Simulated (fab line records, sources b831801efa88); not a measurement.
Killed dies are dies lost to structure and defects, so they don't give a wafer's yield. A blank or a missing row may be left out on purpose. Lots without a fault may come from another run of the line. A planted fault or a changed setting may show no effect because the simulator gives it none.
fab line records | flow sky130
record lots=5 wafers=15 last_day=49
route steps=708 shown METAL1@446 VIA1@458
lots that met no fault: from a run of the same line without faults
start_h: hours from the record's first day to the start of the lot's first wafer shown | wait_h: hours since the lot's step before | " the same as in the row above | L1.1+2: a row that stands for several wafers | - no value, or no start given | * or withheld: withheld | < > ~ a bound
route shown NAME@n: a module of which the file shows steps, and the number in the route of the first | usual: mean/standard deviation of fault-free wafers | same: alike in all rows | chamber/n: place in a boat | sites: the reading at each site | _std_site: their standard deviation | _edge_site: outer sites' mean less inner sites' | radius_mm: how far each site lies from the wafer's centre | mask NAME#n: copy n | behind: the tool/chamber that last shaped the wafer | hold: why the lot was held/for how many hours/how that ended | device: the transistor (n, p or np) that didn't switch | end of line: the same wafers' tests at the end of the route | a step without rows: its recipe alone | killed: dies lost to structure and defects at the first sort, not the wafer's yield | map: a wafer's dies, x killed, . not, _ none there
set.NAME: the setting as run; set.NAME@STEP: as run at that earlier step | model.NAME: the simulator's own value behind a step, which no gauge read
lots at some steps of the route; a table a step, a row a wafer
services: from which hour (start_h, from the record's first day; less than 0 if before it) a tool's chamber was out of use, for how many hours, and why
## steps
# step SKY_METAL1_EXPOSE_12
# recipe mask_id=MM1 na=0.8 source_shape=annular sigma_inner=0.55 sigma_outer=0.85 target_cd_nm=140 dose_mj=28
# same sigma_outer=0.85
# columns lot.wafer tool chamber start_h wait_h mask
L074.1+3+4 krf_scanner-01 0 - - MM1#0
L079.2+4+5 krf_scanner-01 0 - - MM1#0
L080.3+5+6 krf_scanner-01 0 - - MM1#0
L089.1+5+6 krf_scanner-01 0 - - MM1#0
L090.2+3+5 krf_scanner-02 0 - - MM1#0
# step SKY_METAL1_PEB_13
# recipe peb_temp_c=withheld peb_time_s=withheld resist=KrF-thick
# usual chill_plate_temp_C=*
# columns lot.wafer tool chamber start_h wait_h chill_plate_temp_C
L074.1 litho_track-01 0 - - *
L074.3 " 0 " " *
L074.4 " 0 " " *
L079.2 litho_track-04 0 - - *
L079.4 " 0 " " *
L079.5 " 0 " " *
L080.3 litho_track-02 0 - - *
L080.5 " 0 " " *
L080.6 " 0 " " *
L089.1 litho_track-02 0 - - *
L089.5 " 0 " " *
L089.6 " 0 " " *
L090.2 litho_track-02 0 - - *
L090.3 " 0 " " *
L090.5 " 0 " " *
# step SKY_METAL1_DEVELOP_14
# recipe develop_time_s=60 resist=KrF-thick dev_temp_c=21
# usual chill_plate_temp_C=23.00/0.11
# columns lot.wafer tool chamber start_h wait_h chill_plate_temp_C
L074.1 litho_track-01 0 - - 22.90
L074.3 " 0 " " 23.14
L074.4 " 0 " " 23.06
L079.2 litho_track-04 0 - - 23.14
L079.4 " 0 " " 22.95
L079.5 " 0 " " 23.14
L080.3 litho_track-02 0 - - 23.01
L080.5 " 0 " " 22.94
L080.6 " 0 " " 23.01
L089.1 litho_track-02 0 - - 23.08
L089.5 " 0 " " 23.08
L089.6 " 0 " " 22.90
L090.2 litho_track-02 0 - - 22.85
L090.3 " 0 " " 22.83
L090.5 " 0 " " 22.82
# step SKY_METAL1_CD_MEAS_15
# recipe target_cd_nm=140
# usual cd_nm=139.8/1.7
# columns lot.wafer tool chamber start_h wait_h cd_nm
L074.1 cd_sem-01 - 763.27 - 138.2
L074.3 " - " " 138.8
L074.4 " - " " 138.1
L079.2 cd_sem-02 - 806.57 - 137.1
L079.4 " - " " 137.4
L079.5 " - " " 135.5
L080.3 cd_sem-02 - 813.85 - 142.7
L080.5 " - " " 140.6
L080.6 " - " " 141.5
L089.1 cd_sem-02 - 888.56 - 138.4
L089.5 " - " " 140.8
L089.6 " - " " 140.1
L090.2 cd_sem-01 - 892.73 - 140.4
L090.3 " - " " 141.5
L090.5 " - " " 139.2
# step SKY_METAL1_OVL_MEAS_16
# usual METAL1_OVL=1/5.6
# columns lot.wafer tool chamber start_h wait_h METAL1_OVL[nm]
L074.1 overlay-01 - 763.39 0.1 -5
L074.3 " - " " 3
L074.4 " - " " -6
L079.2 overlay-02 - 806.68 0.1 3
L079.4 " - " " -1
L079.5 " - " " 9
L080.3 overlay-01 - 813.94 0.1 -2
L080.5 " - " " 1
L080.6 " - " " 5
L089.1 overlay-01 - 888.68 0.1 -4
L089.5 " - " " 0
L089.6 " - " " -3
L090.2 overlay-01 - 892.83 0.1 4
L090.3 " - " " -8
L090.5 " - " " -3
# step SKY_METAL1_DESCUM_17
# recipe chemistry=O2 source_power_w=150 bias_power_w=0 pressure_mtorr=10 temp_c=40 time_s=8
# usual drypump_motor_current_A=5.62/0.19 oes_product_au=0.999/0.0093
# same bias_power_w=0
# columns lot.wafer tool chamber start_h wait_h drypump_motor_current_A oes_product_au rf_hours_counter_h
L074.1 rie_metal-02 1 763.43 0.0 5.71 1.001 7.4
L074.3 " 1 " " 5.70 0.996 -
L074.4 " 0 " " 5.79 0.986 -
L079.2 rie_metal-01 0 806.71 0.0 5.83 1.003 10.7
L079.4 " 1 " " 5.50 0.999 -
L079.5 " 1 " " 5.51 1.003 -
L080.3 rie_metal-02 1 813.97 0.0 5.72 0.996 -
L080.5 " 0 " " 5.76 0.978 -
L080.6 " 1 " " 5.70 0.987 -
L089.1 rie_metal-02 1 888.71 0.0 5.69 1.003 12.6
L089.5 " 0 " " 5.75 0.995 -
L089.6 " 1 " " 5.68 1.001 -
L090.2 rie_metal-02 0 892.86 0.0 5.79 0.999 15.8
L090.3 " 0 " " 5.78 0.997 -
L090.5 " 1 " " 5.71 1.011 -
# step SKY_METAL1_ETCH_18
# recipe chemistry=N2/H2 target=BARC ion_energy_ev=200 bias_w=100 pressure_mtorr=30 n2_flow_sccm=100 h2_flow_sccm=200 icp_w=500 stop_on=SiO2 time_s=45.9 target_depth_a=600
# usual bias_w=100.0/0.32 drypump_motor_current_A=5.63/0.19 oes_product_au=0.854/0.0048 throttle_valve_pct=13.225/0.0097
# columns lot.wafer tool chamber start_h wait_h bias_w drypump_motor_current_A oes_product_au rf_hours_counter_h throttle_valve_pct
L074.1 rie_metal-02 1 763.46 0.0 99.9 5.69 0.854 7.4 13.231
L074.3 " 1 " " 100.2 5.71 0.852 - 13.225
L074.4 " 0 " " 100.3 5.76 0.855 - 13.235
L079.2 rie_metal-01 0 806.74 0.0 100.3 5.82 0.856 10.7 13.233
L079.4 " 1 " " 99.8 5.53 0.857 - 13.226
L079.5 " 1 " " 99.7 5.54 0.857 - 13.242
L080.3 rie_metal-02 1 814.02 0.0 100.2 5.69 0.854 - 13.238
L080.5 " 0 " " 100.0 5.78 0.850 - 13.216
L080.6 " 1 " " 100.1 5.72 0.853 - 13.222
L089.1 rie_metal-02 1 888.75 0.0 100.1 5.74 0.860 12.6 13.216
L089.5 " 0 " " 99.9 5.80 0.858 - 13.223
L089.6 " 1 " " 99.7 5.73 0.859 - 13.214
L090.2 rie_metal-02 0 892.90 0.0 99.9 5.77 0.847 15.8 13.225
L090.3 " 0 " " 100.4 5.78 0.848 - 13.216
L090.5 " 1 " " 100.3 5.74 0.847 - 13.219
# step SKY_METAL1_METAL_ETCH_19
# recipe target_depth_a=3600 stop_on=SiO2 over_etch_frac=0.3 time_s=78 chemistry=Cl2/BCl3 resist_sidewall_deg=88 pressure_mtorr=10 icp_w=900 bias_w=48.5 Cl2_flow_sccm=60 bcl3_flow_sccm=30
# usual bias_w=48.51/0.13 drypump_motor_current_A=5.62/0.19 oes_product_au=0.856/0.0057 throttle_valve_pct=22.265/0.0096
# columns lot.wafer tool chamber start_h wait_h bias_w drypump_motor_current_A oes_product_au rf_hours_counter_h throttle_valve_pct
L074.1 rie_metal-02 1 763.52 0.0 48.51 5.70 0.855 7.4 22.262
L074.3 " 1 " " 48.47 5.69 0.865 - 22.259
L074.4 " 0 " " 48.61 5.76 0.847 - 22.261
L079.2 rie_metal-01 0 806.81 0.0 48.54 5.83 0.854 10.7 22.279
L079.4 " 1 " " 48.64 5.56 0.850 - 22.267
L079.5 " 1 " " 48.44 5.54 0.849 - 22.290
L080.3 rie_metal-02 1 814.09 0.1 48.67 5.73 0.850 - 22.275
L080.5 " 0 " " 48.65 5.76 0.862 - 22.260
L080.6 " 1 " " 48.47 5.72 0.862 - 22.274
L089.1 rie_metal-02 1 888.81 0.0 48.51 5.71 0.859 12.6 22.265
L089.5 " 0 " " 48.23 5.78 0.855 - 22.269
L089.6 " 1 " " 48.48 5.71 0.854 - 22.265
L090.2 rie_metal-02 0 892.96 0.0 48.57 5.80 0.856 15.9 22.273
L090.3 " 0 " " 48.56 5.75 0.861 - 22.258
L090.5 " 1 " " 48.41 5.72 0.859 - 22.271
# step SKY_METAL1_STRIP_20
# recipe chemistry=O2/N2 power_w=1400 pressure_mtorr=1500 platen_temp_c=withheld o2_flow_sccm=3000 n2_flow_sccm=300 overash_fraction=0.5
# usual drypump_motor_current_A=5.9/0.57 oes_product_au=0.343/0.005 strip_time_to_endpoint_s=2.71/0.042
# columns lot.wafer tool chamber start_h wait_h drypump_motor_current_A oes_product_au rf_hours_counter_h strip_time_to_endpoint_s
L074.1 plasma_asher-02 0 763.61 0.1 6.6 0.337 63 2.71
L074.3 " 1 " " 4.9 0.347 - 2.71
L074.4 " 0 " " 6.6 0.341 - 2.78
L079.2 plasma_asher-01 0 806.90 0.1 5.9 0.345 7 2.72
L079.4 " 0 " " 5.9 0.339 - 2.68
L079.5 " 0 " " 5.9 0.340 - 2.72
L080.3 plasma_asher-04 0 814.18 0.1 6.4 0.341 - 2.71
L080.5 " 0 " " 6.4 0.349 - 2.78
L080.6 " 1 " " 6.4 0.340 - 2.72
L089.1 plasma_asher-04 0 888.90 0.1 6.5 0.343 43 2.66
L089.5 " 0 " " 6.5 0.348 - 2.71
L089.6 " 1 " " 6.5 0.346 - 2.67
L090.2 plasma_asher-02 0 893.05 0.1 6.5 0.336 77 2.75
L090.3 " 1 " " 4.9 0.338 - 2.73
L090.5 " 0 " " 6.5 0.336 - 2.72
# step SKY_METAL1_STRIP_21
# recipe chemistry=post_etch_residue_remover time_s=1200 temp_c=72.5
# columns lot.wafer tool chamber start_h wait_h
L074.1+3+4 wet_bench-01 2 763.71 0.1
L079.2+4+5 wet_bench-02 0 807.00 0.1
L080.3+5+6 wet_bench-01 3 814.25 0.0
L089.1+5+6 wet_bench-02 2 889.00 0.1
L090.2+3+5 wet_bench-02 3 893.15 0.1
# step SKY_METAL1_CLEAN_22
# recipe chemistry=IPA time_s=180 temp_c=25
# columns lot.wafer tool chamber start_h wait_h
L074.1+3+4 wet_bench-02 1 764.05 0.0
L079.2+4+5 wet_bench-01 3 807.34 0.0
L080.3+5+6 wet_bench-04 3 814.59 0.0
L089.1+5+6 wet_bench-04 0 889.34 0.0
L090.2+3+5 wet_bench-04 2 893.49 0.0
# step SKY_METAL1_CLEAN_23
# recipe chemistry=O3/DIW dry=n2_spin
# columns lot.wafer tool chamber start_h wait_h
L074.1+3+4 wet_bench-04 1 764.12 0.0
L079.2+4+5 wet_bench-04 3 807.40 0.0
L080.3+5+6 wet_bench-04 1 814.65 0.0
L089.1+5+6 wet_bench-02 1 889.41 0.0
L090.2+3+5 wet_bench-01 0 893.56 0.0
# step SKY_VIA1_HDPCVD_00
# recipe material=SiO2 target_thk_nm=1030 sigma_open_frac=0.3 time_s=171.7 temp_c=400 sih4_flow_sccm=60 pressure_mtorr=6
# usual sih4_flow_sccm=60.02/0.17 susceptor_temp_C=399.99/0.21
# columns lot.wafer tool chamber start_h wait_h sih4_flow_sccm susceptor_temp_C
L074.1 hdpcvd-01 0 764.21 0.0 59.92 399.97
L074.3 " 2 " " 60.06 400.25
L074.4 " 0 " " 60.13 399.85
L079.2 hdpcvd-02 1 807.49 0.0 59.59 400.35
L079.4 " 1 " " 59.64 400.33
L079.5 " 0 " " 59.88 400.16
L080.3 hdpcvd-02 2 814.74 0.0 60.01 399.74
L080.5 " 1 " " 60.24 400.08
L080.6 " 0 " " 59.81 400.26
L089.1 hdpcvd-02 2 889.50 0.0 59.88 399.59
L089.5 " 1 " " 60.01 400.16
L089.6 " 2 " " 59.94 400.20
L090.2 hdpcvd-01 2 893.66 0.0 59.91 400.06
L090.3 " 0 " " 60.05 400.17
L090.5 " 2 " " 60.26 400.29
# step SKY_VIA1_THK_MEAS_01
# recipe reads=SiO2_of_VIA1_HDPCVD_00
# usual VIA1_HDPCVD_THK=1030/12
# columns lot.wafer tool chamber start_h wait_h VIA1_HDPCVD_THK[nm]
L074.1 film_metro-02 - 764.32 0.1 1042
L074.3 " - " " 1018
L074.4 " - " " 1051
L079.2 film_metro-04 - 807.61 0.1 1039
L079.4 " - " " 1033
L079.5 " - " " 1029
L080.3 film_metro-02 - 814.87 0.1 1021
L080.5 " - " " 1048
L080.6 " - " " 1041
L089.1 film_metro-01 - 889.61 0.1 1021
L089.5 " - " " 1039
L089.6 " - " " 1026
L090.2 film_metro-04 - 893.78 0.1 1029
L090.3 " - " " 1059
L090.5 " - " " 1017
# step SKY_VIA1_CMP_02
# recipe material=SiO2 down_force_psi=4 platen_rpm=60 pad_velocity_m_s=0.94248
# usual motor_current_A=13.4/1.2 retaining_ring_pressure_frac=1.000/0.0054 slurry_flow_ml_min=150.0/0.45
# columns lot.wafer tool chamber start_h wait_h motor_current_A retaining_ring_pressure_frac slurry_flow_ml_min
L074.3 cmp-01 3 764.38 0.0 11.6 1.000 150.1
L074.1 " 1 " " 11.6 1.002 150.8
L074.4 " 2 " " 14.4 1.011 150.4
L079.2 cmp-01 2 807.76 0.1 13.6 0.997 150.5
L079.4 " 3 " " 10.9 0.991 149.6
L079.5 " 0 " " 12.2 0.996 150.0
L080.3 cmp-01 2 814.96 0.1 13.5 0.995 150.1
L080.6 " 1 " " 12.3 1.003 150.2
L080.5 " 2 " " 14.1 0.993 150.1
L089.1 cmp-02 0 889.72 0.1 13.9 1.000 149.6
L089.6 " 3 " " 14.4 0.999 149.8
L089.5 " 0 " " 14.4 0.988 149.4
L090.2 cmp-02 3 893.88 0.1 13.6 1.001 150.2
L090.3 " 0 " " 14.0 1.004 150.3
L090.5 " 2 " " 14.8 1.000 150.6
# step SKY_VIA1_BOW_MEAS_03
# recipe mode=bow
# usual VIA1_BOW=80/7
# columns lot.wafer tool chamber start_h wait_h VIA1_BOW[um]
L074.1 film_metro-02 - 764.68 0.1 75
L074.3 " - " " 86
L074.4 " - " " 86
L079.2 film_metro-01 - 807.98 0.2 72
L079.4 " - " " 77
L079.5 " - " " 69
L080.3 film_metro-04 - 815.25 0.2 74
L080.5 " - " " 84
L080.6 " - " " 73
L089.1 film_metro-01 - 889.97 0.2 66
L089.5 " - " " 63
L089.6 " - " " 72
L090.2 film_metro-04 - 894.15 0.2 74
L090.3 " - " " 78
L090.5 " - " " 81
# step SKY_VIA1_DEHYDRATE_04
# recipe temp_c=200 time_s=60
# usual chill_plate_temp_C=23.01/0.095
# columns lot.wafer tool chamber start_h wait_h chill_plate_temp_C
L074.1 litho_track-03 0 778.04 13.3 23.03
L074.3 " 0 " " 22.75
L074.4 " 0 " " 22.96
L079.2 litho_track-01 0 820.20 12.2 22.95
L079.4 " 0 " " 22.99
L079.5 " 0 " " 22.83
L080.3 litho_track-01 0 828.37 13.1 23.02
L080.5 " 0 " " 23.00
L080.6 " 0 " " 23.04
L089.1 litho_track-04 0 901.91 11.9 22.88
L089.5 " 0 " " 23.10
L089.6 " 0 " " 22.94
L090.2 litho_track-01 0 906.10 11.9 23.07
L090.3 " 0 " " 22.89
L090.5 " 0 " " 23.11
# step SKY_VIA1_HMDS_05
# recipe prime_time_s=60 prime_temp_c=120
# usual chill_plate_temp_C=23.00/0.1
# columns lot.wafer tool chamber start_h wait_h chill_plate_temp_C
L074.1 litho_track-03 0 778.19 0.1 23.25
L074.3 " 0 " " 23.04
L074.4 " 0 " " 23.18
L079.2 litho_track-01 0 820.35 0.1 22.95
L079.4 " 0 " " 23.08
L079.5 " 0 " " 22.96
L080.3 litho_track-01 0 828.52 0.1 23.05
L080.5 " 0 " " 23.10
L080.6 " 0 " " 23.12
L089.1 litho_track-04 0 902.06 0.1 23.09
L089.5 " 0 " " 22.99
L089.6 " 0 " " 23.02
L090.2 litho_track-01 0 906.25 0.1 23.00
L090.3 " 0 " " 22.79
L090.5 " 0 " " 22.90
# step SKY_VIA1_COAT_06
# recipe resist=BARC temp_c=withheld time_s=withheld spin_rpm=3000 resist_thk_nm=60
# usual chill_plate_temp_C=*
# columns lot.wafer tool chamber start_h wait_h chill_plate_temp_C
L074.1 litho_track-03 0 778.34 0.1 *
L074.3 " 0 " " *
L074.4 " 0 " " *
L079.2 litho_track-01 0 820.50 0.1 *
L079.4 " 0 " " *
L079.5 " 0 " " *
L080.3 litho_track-01 0 828.67 0.1 *
L080.5 " 0 " " *
L080.6 " 0 " " *
L089.1 litho_track-04 0 902.21 0.1 *
L089.5 " 0 " " *
L089.6 " 0 " " *
L090.2 litho_track-01 0 906.40 0.1 *
L090.3 " 0 " " *
L090.5 " 0 " " *
# step SKY_VIA1_COAT_07
# recipe resist=KrF-thick spin_rpm=3000 resist_thk_nm=450
# usual chill_plate_temp_C=22.99/0.11
# columns lot.wafer tool chamber start_h wait_h chill_plate_temp_C
L074.1 litho_track-03 0 - - 23.13
L074.3 " 0 " " 22.88
L074.4 " 0 " " 23.01
L079.2 litho_track-01 0 - - 23.00
L079.4 " 0 " " 23.05
L079.5 " 0 " " 22.97
L080.3 litho_track-01 0 - - 23.03
L080.5 " 0 " " 23.12
L080.6 " 0 " " 23.08
L089.1 litho_track-04 0 - - 22.96
L089.5 " 0 " " 22.88
L089.6 " 0 " " 23.12
L090.2 litho_track-01 0 - - 22.76
L090.3 " 0 " " 22.79
L090.5 " 0 " " 23.08
# step SKY_VIA1_SOFTBAKE_08
# recipe temp_c=100 time_s=90 resist=KrF-thick
# usual chill_plate_temp_C=23.00/0.11
# columns lot.wafer tool chamber start_h wait_h chill_plate_temp_C
L074.1 litho_track-03 0 - - 22.94
L074.3 " 0 " " 22.92
L074.4 " 0 " " 23.02
L079.2 litho_track-01 0 - - 23.13
L079.4 " 0 " " 22.95
L079.5 " 0 " " 23.06
L080.3 litho_track-01 0 - - 22.95
L080.5 " 0 " " 23.02
L080.6 " 0 " " 22.84
L089.1 litho_track-04 0 - - 22.95
L089.5 " 0 " " 23.03
L089.6 " 0 " " 23.03
L090.2 litho_track-01 0 - - 22.95
L090.3 " 0 " " 22.97
L090.5 " 0 " " 22.98
# step SKY_VIA1_EXPOSE_09
# recipe mask_id=VIM na=0.8 source_shape=annular sigma_inner=0.55 sigma_outer=0.85 target_cd_nm=150 dose_mj=38
# same sigma_outer=0.85
# columns lot.wafer tool chamber start_h wait_h mask
L074.1+3+4 krf_scanner-01 0 - - VIM#0
L079.2+4+5 krf_scanner-01 0 - - VIM#0
L080.3+5+6 krf_scanner-02 0 - - VIM#0
L089.1+5+6 krf_scanner-02 0 - - VIM#0
L090.2+3+5 krf_scanner-01 0 - - VIM#0
# step SKY_VIA1_PEB_10
# recipe peb_temp_c=withheld peb_time_s=withheld resist=KrF-thick
# usual chill_plate_temp_C=*
# columns lot.wafer tool chamber start_h wait_h chill_plate_temp_C
L074.1 litho_track-03 0 - - *
L074.3 " 0 " " *
L074.4 " 0 " " *
L079.2 litho_track-01 0 - - *
L079.4 " 0 " " *
L079.5 " 0 " " *
L080.3 litho_track-03 0 - - *
L080.5 " 0 " " *
L080.6 " 0 " " *
L089.1 litho_track-01 0 - - *
L089.5 " 0 " " *
L089.6 " 0 " " *
L090.2 litho_track-01 0 - - *
L090.3 " 0 " " *
L090.5 " 0 " " *
# step SKY_VIA1_DEVELOP_11
# recipe develop_time_s=60 resist=KrF-thick dev_temp_c=21
# usual chill_plate_temp_C=22.99/0.1
# columns lot.wafer tool chamber start_h wait_h chill_plate_temp_C
L074.1 litho_track-03 0 - - 23.04
L074.3 " 0 " " 22.91
L074.4 " 0 " " 22.99
L079.2 litho_track-01 0 - - 22.96
L079.4 " 0 " " 23.05
L079.5 " 0 " " 23.04
L080.3 litho_track-03 0 - - 22.97
L080.5 " 0 " " 22.97
L080.6 " 0 " " 22.99
L089.1 litho_track-01 0 - - 22.79
L089.5 " 0 " " 23.03
L089.6 " 0 " " 22.85
L090.2 litho_track-01 0 - - 23.12
L090.3 " 0 " " 22.95
L090.5 " 0 " " 23.09
# step SKY_VIA1_CD_MEAS_12
# recipe target_cd_nm=150
# usual cd_nm=149.5/1.4
# columns lot.wafer tool chamber start_h wait_h cd_nm
L074.1 cd_sem-02 - 791.84 - 150.9
L074.3 " - " " 151.9
L074.4 " - " " 151.5
L079.2 cd_sem-01 - 834.39 - 148.8
L079.4 " - " " 149.4
L079.5 " - " " 148.2
L080.3 cd_sem-01 - 841.73 - 149.4
L080.5 " - " " 149.9
L080.6 " - " " 149.5
L089.1 cd_sem-01 - 914.57 - 150.8
L089.5 " - " " 151.8
L089.6 " - " " 149.7
L090.2 cd_sem-01 - 919.19 - 147.7
L090.3 " - " " 147.4
L090.5 " - " " 148.3
# step SKY_VIA1_OVL_MEAS_13
# usual VIA1_OVL=-2/5.6
# columns lot.wafer tool chamber start_h wait_h VIA1_OVL[nm]
L074.1 overlay-02 - 791.96 0.1 -2
L074.3 " - " " -9
L074.4 " - " " -6
L079.2 overlay-01 - 834.50 0.1 3
L079.4 " - " " 3
L079.5 " - " " -1
L080.3 overlay-01 - 841.82 0.1 -15
L080.5 " - " " -8
L080.6 " - " " -2
L089.1 overlay-01 - 914.69 0.1 2
L089.5 " - " " 10
L089.6 " - " " -2
L090.2 overlay-01 - 919.30 0.1 4
L090.3 " - " " 7
L090.5 " - " " -1
# step SKY_VIA1_ETCH_14
# recipe chemistry=N2/H2 target=BARC ion_energy_ev=200 source_w=500 bias_w=100 pressure_mtorr=30 n2_flow_sccm=100 h2_flow_sccm=200 stop_on=SiO2 time_s=45.9 target_depth_a=600
# usual bias_w=100.04/0.28 drypump_motor_current_A=5.7/0.52 oes_product_au=0.855/0.0046 throttle_valve_pct=13.224/0.009
# columns lot.wafer tool chamber start_h wait_h bias_w drypump_motor_current_A oes_product_au rf_hours_counter_h throttle_valve_pct
L074.1 rie_diel-02 1 792.00 0.0 99.76 5.9 0.852 34 13.215
L074.3 " 0 " " 100.16 6.0 0.847 29 13.233
L074.4 " 2 " " 100.03 5.7 0.851 5 13.225
L079.2 rie_diel-03 3 834.53 0.0 100.58 4.6 0.856 25 13.227
L079.4 " 2 " " 99.80 5.1 0.852 16 13.219
L079.5 " 2 " " 100.03 5.1 0.849 - 13.235
L080.3 rie_diel-02 0 841.85 0.0 100.27 6.0 0.854 0 13.204
L080.5 " 2 " " 100.25 5.7 0.857 - 13.223
L080.6 " 3 " " 99.66 6.0 0.850 - 13.218
L089.1 rie_diel-03 0 914.73 0.0 100.30 6.5 0.858 5 13.220
L089.5 " 0 " " 99.86 6.6 0.868 - 13.223
L089.6 " 2 " " 100.92 5.1 0.851 - 13.222
L090.2 rie_diel-02 2 919.33 0.0 99.69 5.8 0.851 8 13.229
L090.3 " 0 " " 99.67 6.0 0.862 2 13.209
L090.5 " 1 " " 100.03 5.9 0.849 - 13.237
# step SKY_VIA1_ETCH_15
# recipe target=SiO2 chemistry=C4F8/O2/Ar target_depth_nm=351 stop_on=TiN mask_material=KrF-thick source_w=1500 bias_w=1200 pressure_mtorr=40 c4f8_flow_sccm=withheld O2_flow_sccm=6 Ar_flow_sccm=300 time_s=54
# usual bias_w=1200/4.1 oes_product_au=0.981/0.006
# columns lot.wafer tool chamber start_h wait_h bias_w oes_product_au rf_hours_counter_h
L074.1 rie_diel-02 1 792.04 0.0 1198 0.987 34
L074.3 " 0 " " 1205 0.979 29
L074.4 " 2 " " 1204 0.987 5
L079.2 rie_diel-03 3 834.57 0.0 1197 0.985 25
L079.4 " 2 " " 1192 0.985 16
L079.5 " 2 " " 1197 0.983 -
L080.3 rie_diel-02 0 841.89 0.0 1200 0.974 0
L080.5 " 2 " " 1197 0.981 -
L080.6 " 3 " " 1197 0.977 -
L089.1 rie_diel-03 0 914.77 0.0 1201 0.984 5
L089.5 " 0 " " 1205 0.981 -
L089.6 " 2 " " 1197 0.978 -
L090.2 rie_diel-02 2 919.37 0.0 1202 0.983 8
L090.3 " 0 " " 1203 0.979 2
L090.5 " 1 " " 1198 0.983 -
# step SKY_VIA1_STRIP_16
# recipe chemistry=O2/N2 power_w=1400 pressure_mtorr=1500 platen_temp_c=withheld o2_flow_sccm=3000 n2_flow_sccm=300 overash_fraction=0.5
# usual drypump_motor_current_A=5.9/0.58 oes_product_au=0.416/0.0051 strip_time_to_endpoint_s=4.465/0.027
# columns lot.wafer tool chamber start_h wait_h drypump_motor_current_A oes_product_au rf_hours_counter_h strip_time_to_endpoint_s
L074.1 plasma_asher-03 0 792.09 0.0 6.1 0.407 99 4.433
L074.3 " 1 " " 6.3 0.419 - 4.422
L074.4 " 0 " " 6.1 0.409 - 4.433
L079.2 plasma_asher-01 0 834.62 0.0 5.9 0.411 10 4.488
L079.4 " 0 " " 5.9 0.427 - 4.478
L079.5 " 1 " " 5.7 0.417 - 4.474
L080.3 plasma_asher-01 1 841.97 0.1 5.7 0.419 - 4.474
L080.5 " 0 " " 5.9 0.422 - 4.440
L080.6 " 1 " " 5.7 0.412 - 4.489
L089.1 plasma_asher-01 1 914.82 0.0 5.7 0.420 18 4.501
L089.5 " 0 " " 5.9 0.419 - 4.502
L089.6 " 1 " " 5.7 0.414 - 4.515
L090.2 plasma_asher-03 1 919.42 0.0 6.3 0.405 111 4.437
L090.3 " 0 " " 6.1 0.414 - 4.487
L090.5 " 1 " " 6.3 0.412 - 4.493
# step SKY_VIA1_STRIP_17
# recipe chemistry=post_etch_residue_remover time_s=1200 temp_c=72.5
# columns lot.wafer tool chamber start_h wait_h
L074.1+3+4 wet_bench-03 2 792.19 0.1
L079.2+4+5 wet_bench-01 3 834.72 0.1
L080.3+5+6 wet_bench-01 0 842.04 0.0
L089.1+5+6 wet_bench-03 0 914.92 0.1
L090.2+3+5 wet_bench-03 1 919.52 0.1
# step SKY_VIA1_CLEAN_18
# recipe chemistry=IPA time_s=180 temp_c=25
# columns lot.wafer tool chamber start_h wait_h
L074.1+3+4 wet_bench-04 2 792.56 0.0
L079.2+4+5 wet_bench-04 1 835.06 0.0
L080.3+5+6 wet_bench-04 3 842.38 0.0
L089.1+5+6 wet_bench-01 2 915.26 0.0
L090.2+3+5 wet_bench-01 0 919.86 0.0
# step SKY_VIA1_CLEAN_19
# recipe chemistry=O3/DIW dry=n2_spin
# columns lot.wafer tool chamber start_h wait_h
L074.1+3+4 wet_bench-03 0 792.62 0.0
L079.2+4+5 wet_bench-01 0 835.12 0.0
L080.3+5+6 wet_bench-01 2 842.44 0.0
L089.1+5+6 wet_bench-04 2 915.32 0.0
L090.2+3+5 wet_bench-03 0 919.92 0.0
# step SKY_VIA1_SPUTTER_20
# recipe material=TiN target_thk_nm=20 chamber_pressure_pa=5 power_w=4000 time_s=80
# usual chamber_pressure_pa=4.999/0.01 throttle_valve_pct=30.0/0.95
# columns lot.wafer tool chamber start_h wait_h chamber_pressure_pa throttle_valve_pct
L074.1 pvd_sputter-02 - 792.71 0.0 5.010 30.4
L074.3 " - " " 5.013 28.3
L074.4 " - " " 4.992 27.9
L079.2 pvd_sputter-02 - 835.21 0.0 4.994 30.5
L079.4 " - " " 4.999 28.3
L079.5 " - " " 5.016 27.9
L080.3 pvd_sputter-03 - 842.53 0.0 5.011 30.4
L080.5 " - " " 4.976 30.2
L080.6 " - " " 5.004 30.5
L089.1 pvd_sputter-04 - 915.42 0.0 5.018 30.4
L089.5 " - " " 4.995 29.6
L089.6 " - " " 5.007 30.4
L090.2 pvd_sputter-04 - 920.01 0.0 4.997 30.6
L090.3 " - " " 5.006 29.7
L090.5 " - " " 5.000 30.7
# step SKY_VIA1_CVD_21
# recipe material=W target_thk_nm=270 time_s=80.902 temp_c=400 pressure_torr=40
# usual chamber_pressure_Torr=40.01/0.093 heater_power_w=890/61 susceptor_temp_C=400.00/0.25
# columns lot.wafer tool chamber start_h wait_h chamber_pressure_Torr heater_power_w susceptor_temp_C
L074.1 cvd_w-01 0 792.78 0.0 40.09 804 399.75
L074.3 " 1 " " 40.12 947 400.26
L074.4 " 0 " " 40.00 812 399.92
L079.2 cvd_w-01 0 835.27 0.0 40.02 797 400.12
L079.4 " 1 " " 39.87 988 399.99
L079.5 " 0 " " 39.97 825 400.20
L080.3 cvd_w-02 0 842.62 0.1 40.00 956 399.90
L080.5 " 1 " " 40.08 896 400.11
L080.6 " 0 " " 39.89 981 399.80
L089.1 cvd_w-01 0 915.48 0.0 39.81 818 399.92
L089.5 " 0 " " 39.93 816 399.79
L089.6 " 1 " " 40.02 969 400.03
L090.2 cvd_w-02 1 920.07 0.0 39.98 825 400.22
L090.3 " 1 " " 39.96 835 400.34
L090.5 " 1 " " 40.12 836 400.65
## services
# columns tool chamber start_h hours kind
rie_diel-02 0 731.99 9.0 repair
krf_scanner-01 - 733.47 1.0 pm
plasma_asher-01 - 733.75 9.0 pm
rie_diel-03 2 743.35 11.7 repair
cvd_w-01 0 744.70 2.4 repair
krf_scanner-02 - 748.49 1.0 pm
rie_metal-02 - 748.76 1.5 repair
wet_bench-02 - 760.59 2.4 repair
rie_diel-02 3 762.07 3.1 repair
krf_scanner-02 - 764.85 1.3 pm
krf_scanner-01 - 788.05 1.3 pm
plasma_asher-01 - 826.01 0.5 repair
rie_diel-03 3 826.75 6.9 repair
krf_scanner-01 - 830.12 0.8 pm
krf_scanner-01 - 840.22 2.1 repair
krf_scanner-01 - 851.22 0.2 repair
rie_diel-02 3 851.93 4.7 repair
krf_scanner-01 - 860.42 0.4 repair
plasma_asher-01 - 867.70 3.3 repair
rie_diel-02 0 870.23 9.8 repair
rie_diel-03 1 894.74 1.9 repair
krf_scanner-01 - 902.47 1.0 pm
rie_metal-02 1 909.40 12.3 repair
rie_diel-03 1 909.95 8.0 repair
## key
fault none
